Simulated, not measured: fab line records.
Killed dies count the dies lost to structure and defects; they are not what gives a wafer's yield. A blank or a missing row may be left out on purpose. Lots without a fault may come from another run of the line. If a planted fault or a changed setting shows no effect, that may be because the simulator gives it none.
What tool caused it? ; flow sky130 ; 12 lots, 36 wafers sampled, at 5 steps of a route of 708

== WHAT THE GAUGES READ, wafer by wafer ==
SKY_NWELL_RS_MEAS_29: the measuring method here is four-point-probe. Usual: NWELL_RS 625.2 ohm/sq, standard deviation 1.4.
lot;measured;on;NWELL_RS (ohm/sq);flag
L500;day 5 21:45;film metro-01;626.3 624.8 624.6;
L501;day 6 01:20;film metro-04;624.9 624.1 623.7;
L502;day 6 11:17;film metro-03;625.8 625.1 626.6;
L503;day 6 19:04;film metro-01;624.7 625.2 626.6;
L509;day 8 01:12;film metro-04;622.9 623.9 623.2;
L511;day 8 14:33;film metro-04;639.2 639.0 637.6 640.8 637.2 638.7;OFF
L512;day 8 18:48;film metro-03;638.9 639.8 640.4 638.9 642.2 641.8;OFF
L513;day 8 22:05;film metro-01;621.5 622.9 624.6;
L515;day 10 08:59;film metro-03;625.1 623.5 625.6;
L516;day 10 16:57;film metro-01;625.8 624.4 625.8;
L518;day 10 21:44;film metro-01;623.5 624.1 624.9;
L521;day 11 09:43;film metro-03;628.0 625.9 626.5;

SKY_METAL1_RS_MEAS_05: the measuring method here is four-point-probe. Usual: METAL1_ALCU_RS 0.1210 ohm/sq, standard deviation 0.0012.
lot;measured;on;METAL1_ALCU_RS (ohm/sq);flag
L500;day 32 09:14;film metro-04;0.1219 0.1228 0.1236;
L501;day 32 17:05;film metro-04;0.1203 0.1202 0.1207;
L502;day 32 20:24;film metro-01;0.1211 0.1195 0.1206;
L503;day 33 16:51;film metro-01;0.1191 0.1211 0.1197;
L509;day 35 05:50;film metro-03;0.1216 0.1211 0.1216;
L511;day 36 04:05;film metro-01;0.1195 0.1199 0.1189;
L512;day 37 04:46;film metro-01;0.1209 0.1218 0.1207;
L513;day 37 05:16;film metro-03;0.1196 0.1206 0.1192;
L515;day 38 10:58;film metro-03;0.1231 0.1234 0.1230;
L516;day 38 11:01;film metro-04;0.1228 0.1235 0.1233;
L518;day 38 14:46;film metro-03;0.1201 0.1205 0.1204;
L521;day 39 14:37;film metro-01;0.1216 0.1230 0.1223;

== EACH LOT AND THE TOOL THAT RAN IT (in order: tool; ch and the chambers of the sampled wafers; start) ==
lot;SKY_FIELD_ISO_CMP_27;SKY_NWELL_IMPLANT_13;SKY_SPACER_ETCHBACK_02
L500;cmp-01 ch 0,2,3, day 2 22:16;implanter-03 ch 0, day 5 03:23;rie diel-03 ch 0,2,3, day 23 20:00
L501;cmp-02 ch 1,2, day 3 01:05;implanter-04 ch 0, day 5 06:27;rie diel-01 ch 0,1,2, day 24 02:02
L502;cmp-02 ch 0,3, day 3 08:49;implanter-02 ch 0, day 5 17:15;rie diel-03 ch 0,1, day 24 05:38
L503;cmp-01 ch 0,1, day 3 14:25;implanter-04 ch 0, day 5 23:58;rie diel-01 ch 0,1,2, day 25 05:33
L509;cmp-01 ch 1,2,3, day 4 18:29;implanter-03 ch 0, day 7 05:21;rie diel-04 ch 1,3, day 26 21:40
L511;cmp-02 ch 1,2,3, day 5 05:44;implanter-04 ch 0, day 7 17:39;rie diel-01 ch 1,2, day 27 20:20
L512;cmp-02 ch 0,1,3, day 5 11:19;implanter-04 ch 0, day 7 21:33;rie diel-03 ch 0,3, day 29 00:30
L513;cmp-01 ch 0,2,3, day 5 15:27;implanter-03 ch 0, day 8 00:36;rie diel-04 ch 0,2,3, day 29 00:30
L515;cmp-01 ch 0,1, day 6 11:11;implanter-03 ch 0, day 9 10:00;rie diel-03 ch 1,2, day 30 06:00
L516;cmp-02 ch 0,1,3, day 6 23:29;implanter-02 ch 0, day 9 18:02;rie diel-03 ch 0,1,2, day 30 08:39
L518;cmp-02 ch 1,3, day 7 02:53;implanter-03 ch 0, day 9 21:44;rie diel-03 ch 0,1,2, day 30 14:59
L521;cmp-02 ch 0,2,3, day 7 14:44;implanter-03 ch 0, day 10 09:42;rie diel-03 ch 2,3, day 31 14:55
- SKY_FIELD_ISO_CMP_27: polishes, stops on Si3N4, t overpolish 16 s, target thk 457.8 nm.
- SKY_NWELL_IMPLANT_13
- SKY_SPACER_ETCHBACK_02: etches Si3N4 in CH3F/O2, stops on SiO2, time 46.7 s, target depth 45 nm.

== AS READ BY THE TOOLS THEMSELVES (means over the sampled wafers that have a number; for cases with no such wafer, the mark the record gives instead) ==
SKY_FIELD_ISO_CMP_27. Usual: motor current A 11.5 A, standard deviation 0.83; overpolish run s 16.000 s, standard deviation 0.0091; time to endpoint s 111 s, standard deviation 3.2.
lot;tool;motor current A (A);overpolish run s (s);time to endpoint s (s);flag
L500;cmp-01;11.4;15.997;109;
L501;cmp-02;12.5;16.000;113;
L502;cmp-02;11.2;15.999;108;
L503;cmp-01;11.6;15.995;111;
L509;cmp-01;12.1;15.999;111;
L511;cmp-02;11.3;15.992;108;
L512;cmp-02;10.8;16.005;106;
L513;cmp-01;11.3;15.994;110;
L515;cmp-01;12.3;16.004;116;
L516;cmp-02;10.8;15.998;107;
L518;cmp-02;10.8;15.995;109;
L521;cmp-02;11.4;16.007;111;

SKY_NWELL_IMPLANT_13. Usual: dose ions cm2 7.001e+11, standard deviation 8.1e+08; faraday current uA 3.95, standard deviation 0.08.
lot;tool;dose ions cm2;faraday current uA;flag
L500;implanter-03;6.996e+11;3.95;
L501;implanter-04;7.002e+11;3.95;
L502;implanter-02;7.000e+11;3.95;
L503;implanter-04;6.998e+11;4.07;
L509;implanter-03;6.984e+11;3.89;
L511;implanter-04;2.972e+11;1.66;OFF
L512;implanter-04;2.963e+11;1.66;OFF
L513;implanter-03;7.002e+11;3.93;
L515;implanter-03;6.995e+11;3.92;
L516;implanter-02;6.993e+11;3.96;
L518;implanter-03;6.996e+11;3.94;
L521;implanter-03;7.004e+11;3.94;

SKY_SPACER_ETCHBACK_02. Usual: drypump motor current A 5.8 A, standard deviation 0.42; oes product au 0.852 a.u., standard deviation 0.0061; throttle valve pct 10.560 %, standard deviation 0.0098.
lot;tool;drypump motor current A (A);oes product au (a.u.);throttle valve pct (%);flag
L500;rie diel-03;5.9;0.854;10.562;
L501;rie diel-01;5.9;0.858;10.559;
L502;rie diel-03;5.7;0.851;10.570;
L503;rie diel-01;5.9;0.857;10.556;
L509;rie diel-04;5.4;0.854;10.570;
L511;rie diel-01;5.5;0.851;10.568;
L512;rie diel-03;5.7;0.852;10.563;
L513;rie diel-04;5.7;0.864;10.569;
L515;rie diel-03;6.3;0.848;10.557;
L516;rie diel-03;6.0;0.844;10.559;
L518;rie diel-03;6.0;0.849;10.554;
L521;rie diel-03;5.9;0.855;10.554;

== THE ANSWER, worked out from the rows above alone ==
Rule: lot off if the mean of its wafers having a number is beyond 3 standard deviations from the usual mean. A lot without any number at a reading at which 4 lots or more have one is off too. The other lots that the step has rows for count as sound. First the gauges in route order, then the tools' own readings, where a lot's mean is used as printed above. The first step at which some lot is off is used, and at that step the reading that is off furthest; a lot without a number counts as furthest.
Off: at SKY_NWELL_RS_MEAS_29 (NWELL_RS), L511, L512.
A tool fits if, at a process step before that reading, it ran every lot that is off, and no sound lot after the first of them. The gauges at SKY_NWELL_RS_MEAS_29 aren't tried: what is off there is off at SKY_NWELL_IMPLANT_13 too, on other tools, and a gauge's error can't cause that. One fits: implanter-04 at SKY_NWELL_IMPLANT_13. A fault onset in the window from L503 (day 5 23:58, its last sound lot) to L511 (day 7 17:39, its first lot off) fits.
The tool's own readings at SKY_NWELL_IMPLANT_13 bear it out: on the lots that are off they differ by more than 5 times the standard deviation of the sound lots' means. dose ions cm2 reads 2.968e+11 there against 6.997e+11 on the sound lots; faraday current uA reads 1.66 there against 3.95 on the sound lots.

== WHAT THE SIMULATOR HAD INSERTED ==
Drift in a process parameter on implanter-04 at SKY_NWELL_IMPLANT_13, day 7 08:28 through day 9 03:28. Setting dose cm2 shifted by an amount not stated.
Struck lots among those shown: L511, L512. The rule above reached the same finding.
